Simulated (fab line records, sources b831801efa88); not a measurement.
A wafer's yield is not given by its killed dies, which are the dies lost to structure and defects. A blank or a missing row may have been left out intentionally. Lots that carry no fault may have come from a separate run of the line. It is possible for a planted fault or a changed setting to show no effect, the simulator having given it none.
Matching of chambers -- flow sky130 -- SKY_SPACER_ETCHBACK_02 on rie_diel-02 has 4 sister chambers
The step etches Si3N4 in CH3F/O2, stops on SiO2, time 46.7 s, target depth 45 nm. 8 wafers are shown with their chamber, then 8 later ones without.

WAFERS, EACH WITH ITS CHAMBER
wafer,chamber,drypump_motor_current_A (A),throttle_valve_pct (%)
L080.1,1,5.3,10.559
L080.4,2,4.8,10.573
L083.2,3,5.2,10.577
L083.6,0,5.1,10.566
L086.2,0,5.1,10.562
L086.4,2,4.8,10.566
L086.6,1,5.3,10.550
L093.1,3,5.3,10.565

WAFERS WHOSE CHAMBER IS MISSING
wafer,drypump_motor_current_A (A),throttle_valve_pct (%)
L093.3,5.1,10.570
L093.5,4.8,10.557
L094.1,5.3,10.558
L094.3,5.3,10.564
L094.5,5.1,10.565
L095.4,4.8,10.546
L095.5,5.1,10.570
L095.6,5.3,10.557

WHICH CHAMBER EACH ONE RAN IN
wafer,from the rows above,in truth
L093.3,0,0
L093.5,2,2
L094.1,can't be placed: 1 or 3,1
L094.3,can't be placed: 1 or 3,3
L094.5,0,0
L095.4,2,2
L095.5,0,0
L095.6,1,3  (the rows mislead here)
Placed correctly: 5 of 8. Cannot be placed on the basis of these rows: 2; the candidates contain the true chamber in 2. Number placed wrongly: 1.
How it was worked out, from the rows above alone: a wafer's distance from a chamber is the root of the sum, over the readings, of the square of ((its reading less the chamber's mean) divided by the reading's scatter). If the next closest chamber is less than 2 further off than the closest, the wafer can't be placed; otherwise it belongs to the closest. A chamber's mean is the mean of its shown wafers. The scatter: the root of (the sum of the squares of (reading less its chamber's mean) over the shown wafers, divided by (wafers less chambers)).
